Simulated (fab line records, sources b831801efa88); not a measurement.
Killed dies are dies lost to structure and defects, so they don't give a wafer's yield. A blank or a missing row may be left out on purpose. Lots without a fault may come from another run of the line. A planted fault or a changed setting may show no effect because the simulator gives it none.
fab line records | flow sky130
record lots=4 wafers=12 last_day=49
route steps=708 shown GATE_OXIDE@192 POLY_GATE@204 RES_PROTECT@206 PAD_OPEN@708
lots that met no fault: from a run of the same line without faults
start_h: hours from the record's first day to the start of the lot's first wafer shown | wait_h: hours since the lot's step before | " the same as in the row above | L1.1+2: a row that stands for several wafers | - no value, or no start given | * or withheld: withheld | < > ~ a bound
route shown NAME@n: a module of which the file shows steps, and the number in the route of the first | usual: mean/standard deviation of fault-free wafers | same: alike in all rows | chamber/n: place in a boat | sites: the reading at each site | _std_site: their standard deviation | _edge_site: outer sites' mean less inner sites' | radius_mm: how far each site lies from the wafer's centre | mask NAME#n: copy n | behind: the tool/chamber that last shaped the wafer | hold: why the lot was held/for how many hours/how that ended | device: the transistor (n, p or np) that didn't switch | end of line: the same wafers' tests at the end of the route | a step without rows: its recipe alone | killed: dies lost to structure and defects at the first sort, not the wafer's yield | map: a wafer's dies, x killed, . not, _ none there
set.NAME: the setting as run; set.NAME@STEP: as run at that earlier step | model.NAME: the simulator's own value behind a step, which no gauge read
lots at some steps of the route; a table a step, a row a wafer
services: from which hour (start_h, from the record's first day; less than 0 if before it) a tool's chamber was out of use, for how many hours, and why
## steps
# step SKY_GATE_OXIDE_COAT_05
# recipe resist=NOVOLAK spin_rpm=3000 resist_thk_nm=1140
# step SKY_GATE_OXIDE_SOFTBAKE_06
# recipe temp_c=90 time_s=60 resist=NOVOLAK
# step SKY_GATE_OXIDE_EXPOSE_07
# recipe mask_id=LVOM na=0.6 source_shape=conventional sigma_outer=0.6 polarization=unpolarized target_cd_nm=600 dose_mj=170
# step SKY_GATE_OXIDE_PEB_08
# recipe temp_c=withheld time_s=* resist=NOVOLAK
# step SKY_GATE_OXIDE_DEVELOP_09
# recipe resist=NOVOLAK developer=TMAH develop_time_s=60 dev_temp_c=23
# step SKY_GATE_OXIDE_IMPLANT_11
# recipe species=B energy_kev=10 dose_cm2=2.568e+12 tilt_deg=withheld
# step SKY_GATE_OXIDE_WET_ETCH_12
# recipe chemistry=dHF target_depth_nm=16.8 dry=n2_spin target=SiO2 dilution=100:1 temp_c=25 time_s=336
# step SKY_GATE_OXIDE_STRIP_13
# recipe chemistry=O2/N2 power_w=1400 pressure_mtorr=1500 platen_temp_c=withheld o2_flow_sccm=3000 n2_flow_sccm=300 overash_fraction=0.5
# step SKY_GATE_OXIDE_CLEAN_15
# recipe chemistry=SC1/SC2 mix=1:4:20 temp_c=70 time_s=150 dry=n2_spin
# step SKY_GATE_OXIDE_OXIDATION_16
# recipe temp_c=800 ambient=O2 idle_temp_c=700 ramp_up_c_per_min=10 ramp_down_c_per_min=3 stabilise_s=600 purge_s=300 target_thk_a=35.7 ox_time_s=1915
# step SKY_POLY_GATE_CVD_00
# recipe material=poly-Si target_thk_nm=180 temp_c=620 time_s=720 pressure_mtorr=200
# columns lot.wafer tool chamber start_h wait_h model.poly-Si_of_POLY_GATE_CVD_00.thk_nm
L431.3 lpcvd-01 1 319.95 0.0 179.5
L431.4 " 1 " " 178.9
L431.6 " 1 " " 179.9
L432.1 lpcvd-01 0 329.80 0.0 176.5
L432.3 " 0 " " 176.7
L432.5 " 0 " " 177.9
L446.1 lpcvd-01 0 441.84 0.0 139.8
L446.3 " 0 " " 140.2
L446.4 " 0 " " 139.4
L447.1 lpcvd-01 1 450.70 0.0 142.7
L447.2 " 1 " " 143
L447.5 " 1 " " 142.5
# step SKY_POLY_GATE_THK_MEAS_01
# recipe reads=poly-Si_of_POLY_GATE_CVD_00
# usual POLY_GATE_CVD_00_THK=179.8/1.5
# columns lot.wafer tool chamber start_h wait_h POLY_GATE_CVD_00_THK[nm]
L431.3 film_metro-04 - 321.17 0.0 179.6
L431.4 " - " " 178.8
L431.6 " - " " 180.0
L432.1 film_metro-04 - 331.00 0.0 176.6
L432.3 " - " " 176.8
L432.5 " - " " 177.9
L446.1 film_metro-04 - 443.04 0.0 139.9
L446.3 " - " " 140.1
L446.4 " - " " 139.3
L447.1 film_metro-01 - 452.50 0.0 142.7
L447.2 " - " " 143.1
L447.5 " - " " 142.5
# step SKY_RES_PROTECT_DEHYDRATE_00
# recipe temp_c=200 time_s=60
# step SKY_RES_PROTECT_HMDS_01
# recipe prime_time_s=60 prime_temp_c=120
# step SKY_RES_PROTECT_COAT_02
# recipe resist=NOVOLAK spin_rpm=3000 resist_thk_nm=1140
# step SKY_RES_PROTECT_SOFTBAKE_03
# recipe temp_c=90 time_s=60 resist=NOVOLAK
# step SKY_RES_PROTECT_EXPOSE_04
# recipe mask_id=RPM na=0.6 source_shape=conventional sigma_outer=0.6 polarization=unpolarized target_cd_nm=1270 dose_mj=131
# step SKY_RES_PROTECT_PEB_05
# recipe temp_c=withheld time_s=* resist=NOVOLAK
# step SKY_RES_PROTECT_DEVELOP_06
# recipe resist=NOVOLAK developer=TMAH develop_time_s=60 dev_temp_c=23
# step SKY_POLY_GATE_IMPLANT_02
# recipe species=P energy_kev=29.64 dose_cm2=7.7e+15 tilt_deg=0
# step SKY_RES_PROTECT_STRIP_07
# recipe chemistry=O2/N2 power_w=1400 pressure_mtorr=1500 platen_temp_c=withheld o2_flow_sccm=3000 n2_flow_sccm=300 overash_fraction=0.5
# step SKY_RES_PROTECT_CLEAN_09
# recipe chemistry=SC1/SC2 mix=1:4:20 temp_c=70 time_s=150 dry=n2_spin
# columns lot.wafer tool chamber start_h wait_h model.poly-Si_of_POLY_GATE_CVD_00.thk_nm
L431.3 wet_bench-01 2 347.83 0.0 178.9
L431.4 " 2 " " 178.3
L431.6 " 2 " " 179.3
L432.1 wet_bench-01 0 358.18 0.1 175.9
L432.3 " 0 " " 176.1
L432.5 " 0 " " 177.2
L446.1 wet_bench-01 3 474.67 0.1 139.2
L446.3 " 3 " " 139.5
L446.4 " 3 " " 138.8
L447.1 wet_bench-04 0 483.73 0.1 142
L447.2 " 0 " " 142.4
L447.5 " 0 " " 141.9
# step SKY_POLY_GATE_CVD_03
# recipe material=Si3N4 precursor=DCS/NH3 target_thk_nm=75 temp_c=770 time_s=1290 pressure_mtorr=250
# step SKY_POLY_GATE_DEHYDRATE_05
# recipe temp_c=200 time_s=60
# step SKY_POLY_GATE_HMDS_06
# recipe prime_time_s=60 prime_temp_c=120
# step SKY_POLY_GATE_COAT_07
# recipe resist=BARC temp_c=withheld time_s=withheld spin_rpm=3000 resist_thk_nm=110
# step SKY_POLY_GATE_COAT_08
# recipe resist=KrF-thick spin_rpm=3000 resist_thk_nm=450
# step SKY_POLY_GATE_SOFTBAKE_09
# recipe temp_c=100 time_s=90 resist=KrF-thick
# step SKY_POLY_GATE_EXPOSE_10
# recipe mask_id=P1M na=0.68 source_shape=conventional sigma_outer=0.6 target_cd_nm=150 dose_mj=28
# step SKY_POLY_GATE_PEB_11
# recipe peb_temp_c=withheld peb_time_s=withheld resist=KrF-thick
# step SKY_POLY_GATE_DEVELOP_12
# recipe develop_time_s=60 resist=KrF-thick dev_temp_c=21
# step SKY_POLY_GATE_ETCH_15
# recipe chemistry=N2/H2 target=BARC ion_energy_ev=200 source_w=500 bias_w=100 pressure_mtorr=30 n2_flow_sccm=100 h2_flow_sccm=200 stop_on=SiO2 time_s=118.5 target_depth_a=1100
# step SKY_POLY_GATE_ETCH_16
# recipe stop_on=poly-Si chemistry=CH3F/O2 target=Si3N4 source_w=400 bias_w=80 pressure_mtorr=25 ch3f_flow_sccm=40 O2_flow_sccm=30 time_s=147.5 target_depth_a=750
# step SKY_POLY_GATE_ETCH_17
# recipe target_depth_nm=180 stop_on=SiO2 over_etch_frac=0.56667 chemistry=HBr/Cl2 target=poly-Si icp_w=400 bias_w=100 pressure_mtorr=10 HBr_flow_sccm=150 Cl2_flow_sccm=50 time_s=70.5
# usual drypump_motor_current_A=5.4/0.47 he_backside_leak_sccm=2.71/0.24 oes_product_au=0.985/0.007 throttle_valve_pct=33.683/0.0096
# columns lot.wafer tool chamber start_h wait_h drypump_motor_current_A he_backside_leak_sccm oes_product_au rf_hours_counter_h throttle_valve_pct model.POLY_GATE.feature_depth_nm model.etch.depth_nm
L431.3 rie_si-02 1 377.86 0.0 5.8 2.48 0.978 37 33.679 178.9 178.9
L431.4 " 0 " " 4.7 2.52 0.988 3 33.659 178.3 178.3
L431.6 " 0 " " 4.7 2.81 0.996 - 33.680 179.3 179.3
L432.1 rie_si-01 3 389.91 0.0 6.1 2.85 0.980 73 33.677 175.9 175.9
L432.3 " 0 " " 5.6 2.37 0.976 53 33.684 176.1 176.1
L432.5 " 1 " " 6.0 2.94 0.988 - 33.684 177.2 177.2
L446.1 rie_si-02 1 508.76 0.0 5.8 2.34 0.830 38 33.683 139.2 139.2
L446.3 " 2 " " 5.5 2.63 0.832 1 33.690 139.5 139.5
L446.4 " 0 " " 4.7 2.71 0.834 4 33.677 138.8 138.8
L447.1 rie_si-01 2 518.01 0.0 5.0 2.19 0.849 21 33.686 142 142
L447.2 " 3 " " 6.1 2.65 0.853 0 33.694 142.4 142.4
L447.5 " 3 " " 6.1 2.68 0.845 - 33.685 141.9 141.9
# step SKY_POLY_GATE_STRIP_18
# recipe chemistry=O2/N2 power_w=1400 pressure_mtorr=1500 platen_temp_c=withheld o2_flow_sccm=3000 n2_flow_sccm=300 overash_fraction=0.5
# step SKY_PAD_OPEN_PROBE_99
# usual killed_at_M0_to_M3=44/7.1 killed_at_M4_up=3/1.6 killed_at_contacts=24/5.4 killed_at_front_end=15/4.7 killed_at_other=0.3/0.51 killed_dies=87/9.9 killed_open=48/7.6 killed_short=39/6.3
# same gross_dies=492 killed_at_back_side=0
# columns lot.wafer tool chamber start_h wait_h killed_at_M0_to_M3 killed_at_M4_up killed_at_contacts killed_at_front_end killed_at_other killed_dies killed_open killed_short model.etest.res_xhigh_po.line_ohm_um model.etest.res_xhigh_po.rs_ohm_sq model.etest.res_high_po.line_ohm_um model.etest.res_poly.line_ohm_um model.etest.res_high_po.rs_ohm_sq model.etest.licon_high_po.rc_ohm model.etest.res_poly.rs_ohm_sq model.etest.cap_li_to_poly.c_af_um2
L431.3 prober-01 - 1079.34 0.2 47 0 20 18 0 85 49 36 5745 2023 758.8 504.1 269.1 366 48.46 101.1
L431.4 prober-01 - 1079.39 0.2 45 1 19 26 0 91 51 40 5546 1955 751 504.1 264 346.2 47.95 96.77
L431.6 prober-01 - 1079.49 0.2 52 2 22 14 0 90 60 30 5856 2045 784.9 535.8 270.1 365.2 48.79 102.2
L432.1 prober-01 - 1092.58 0.1 45 2 21 13 0 81 41 40 5647 1973 764.8 537.8 266.2 365.9 48.83 94.83
L432.3 prober-01 - 1092.68 0.2 44 3 23 13 1 84 43 41 5533 1948 737.5 517 265.1 344.8 48.41 98.42
L432.5 prober-01 - 1092.78 0.2 44 3 29 7 0 83 44 39 5554 1949 763 523.8 264.2 352.2 48.41 94.83
L446.1 prober-01 - 1162.33 0.1 56 0 27 19 0 102 54 48 5062 1781 866 624.7 303.2 317.8 57.72 88.01
L446.3 prober-01 - 1162.43 0.2 46 3 18 13 0 80 51 29 5094 1797 886.2 627.5 304.1 320.8 57.79 87.47
L446.4 prober-01 - 1162.48 0.2 48 5 23 8 0 84 53 31 5168 1802 866.1 622.8 302.3 302.9 57.67 89.18
L447.1 prober-02 - 1165.20 0.1 47 4 23 23 0 97 56 41 5428 1886 897.5 661.2 312.4 327.3 58.21 87.17
L447.2 prober-02 - 1165.25 0.1 51 7 20 15 0 93 47 46 5456 1862 884 664.6 308.8 322.4 58.41 92.28
L447.5 prober-02 - 1165.40 0.2 33 5 22 7 0 67 35 32 5310 1825 881.5 656.1 304.1 320 57.02 89.54
# killed by level:class
L431.3 VIA2:geometric_particle:open=12 FIELD_ISO:geometric_particle:open=7 CONTACT:geometric_particle:open=7 VIA1:geometric_particle:open=7 VIA1:geometric_particle:short=6 VIA3:geometric_particle:open=6 LI_CONTACT:geometric_particle:open=5 METAL2:geometric_particle:short=4
L431.4 FIELD_ISO:geometric_particle:open=12 VIA1:geometric_particle:open=12 METAL1:geometric_particle:short=8 VIA2:geometric_particle:short=8 CONTACT:geometric_particle:open=7 FIELD_ISO:geometric_particle:short=4 POLY_GATE:geometric_particle:open=4 LI_CONTACT:geometric_particle:open=4
L431.6 VIA1:geometric_particle:open=15 LI_CONTACT:geometric_particle:open=10 VIA3:geometric_particle:open=9 VIA2:geometric_particle:open=7 CONTACT:geometric_particle:open=5 METAL2:geometric_particle:short=5 VIA2:geometric_particle:short=5 POLY_GATE:geometric_particle:open=4
L432.1 VIA1:geometric_particle:short=11 VIA1:geometric_particle:open=7 LI_CONTACT:geometric_particle:open=7 CONTACT:geometric_particle:open=6 VIA3:geometric_particle:open=6 METAL2:geometric_particle:short=5 VIA2:geometric_particle:open=5 VIA2:geometric_particle:short=5
L432.3 CONTACT:geometric_particle:open=9 VIA1:geometric_particle:open=8 VIA3:geometric_particle:open=7 VIA1:geometric_particle:short=7 METAL1:geometric_particle:short=6 CONTACT:geometric_particle:short=6 VIA2:geometric_particle:open=6 LI_CONTACT:geometric_particle:open=4
L432.5 CONTACT:geometric_particle:open=10 VIA1:geometric_particle:open=9 VIA3:geometric_particle:open=7 LOCAL_INTERCONNECT:geometric_particle:short=6 METAL2:geometric_particle:short=6 VIA2:geometric_particle:open=6 CONTACT:geometric_particle:short=5 METAL1:geometric_particle:short=5
L446.1 CONTACT:geometric_particle:open=13 VIA3:geometric_particle:open=12 VIA1:geometric_particle:open=10 METAL2:geometric_particle:short=7 METAL1:geometric_particle:short=6 VIA3:geometric_particle:short=5 METAL3:geometric_particle:short=5 FIELD_ISO:geometric_particle:open=4
L446.3 VIA1:geometric_particle:open=13 CONTACT:geometric_particle:open=7 VIA3:geometric_particle:open=7 VIA2:geometric_particle:open=7 FIELD_ISO:geometric_particle:open=4 FIELD_ISO:geometric_particle:short=4 METAL2:geometric_particle:short=4 VIA2:geometric_particle:short=4
L446.4 VIA1:geometric_particle:open=13 LI_CONTACT:geometric_particle:open=9 CONTACT:geometric_particle:open=7 VIA2:geometric_particle:open=6 POLY_GATE:geometric_particle:open=4 VIA3:geometric_particle:open=4 VIA1:geometric_particle:short=4 METAL2:geometric_particle:short=4
L447.1 VIA1:geometric_particle:open=11 VIA2:geometric_particle:open=10 CONTACT:geometric_particle:open=9 FIELD_ISO:geometric_particle:open=8 LI_CONTACT:geometric_particle:open=6 VIA1:geometric_particle:short=6 FIELD_ISO:geometric_particle:short=5 POLY_GATE:geometric_particle:short=5
L447.2 VIA1:geometric_particle:open=10 METAL1:geometric_particle:short=9 VIA2:geometric_particle:open=8 FIELD_ISO:geometric_particle:open=7 CONTACT:geometric_particle:open=7 METAL2:geometric_particle:short=6 METAL4:geometric_particle:short=6 VIA3:geometric_particle:open=6
L447.5 CONTACT:geometric_particle:open=10 METAL2:geometric_particle:short=7 LI_CONTACT:geometric_particle:open=6 VIA3:geometric_particle:short=5 METAL4:geometric_particle:short=5 POLY_GATE:geometric_particle:open=4 VIA1:geometric_particle:open=3 CONTACT:geometric_particle:short=3
## services
# columns tool chamber start_h hours kind
rie_si-02 1 311.32 4.3 repair
rie_si-02 - 341.38 0.1 repair
rie_si-02 2 345.63 6.5 repair
rie_si-02 - 345.80 1.0 repair
rie_si-02 2 352.18 - clean
rie_si-02 2 352.18 21.4 scheduled_down
rie_si-02 2 352.18 21.4 vent_cycle
rie_si-02 1 366.42 5.2 repair
wet_bench-01 - 387.27 6.5 repair
rie_si-01 3 422.96 - clean
rie_si-01 3 422.96 26.4 scheduled_down
rie_si-01 3 422.96 26.4 vent_cycle
rie_si-02 3 430.95 - clean
rie_si-02 3 430.95 14.3 scheduled_down
rie_si-02 3 430.95 14.3 vent_cycle
rie_si-02 - 437.55 0.3 repair
rie_si-02 0 440.54 4.9 repair
rie_si-01 1 504.66 2.7 repair
rie_si-01 0 507.37 - clean
rie_si-01 0 507.37 14.8 scheduled_down
rie_si-01 0 507.37 14.8 vent_cycle
wet_bench-01 - 509.20 2.4 repair
## key
first_sign step=SKY_POLY_GATE_THK_MEAS_01 reading=POLY_GATE_CVD_00_THK direction=down sigmas=26 usual=179.8 struck=141.3
effect step=SKY_POLY_GATE_ETCH_17 reading=oes_product_au direction=down sigmas=21 usual=0.985 struck=0.840
model_effect step=SKY_POLY_GATE_CVD_00 value=poly-Si_of_POLY_GATE_CVD_00.thk_nm without=179.9 struck=141.3
model_effect step=SKY_RES_PROTECT_CLEAN_09 value=poly-Si_of_POLY_GATE_CVD_00.thk_nm without=179.3 struck=140.6
model_effect step=SKY_POLY_GATE_ETCH_17 value=POLY_GATE.feature_depth_nm without=178.3 struck=140.6
model_effect step=SKY_PAD_OPEN_PROBE_99 value=etest.res_xhigh_po.line_ohm_um without=5638 struck=5253
met_at SKY_POLY_GATE_CVD_00
struck_wafers L446.1,L446.3,L446.4,L447.1,L447.2,L447.5
tester_left_out L446,L447
onset_between 329.80 441.84
also_fits time
fault kind=process_parameter_drift tool=lpcvd-01 chamber=- onset_h=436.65 steps=SKY_POLY_GATE_CVD_00 channel=target_thk_nm offset=-38.679 shape=step end_h=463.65 stated=180
# tester_left_out: of these lots the tester's yield and bins aren't shown, on N5 and GAA mostly nor the transistor test; their killed dies are dies lost to structure and defects alone, not to doping, threshold or leakage, so they don't give the yield
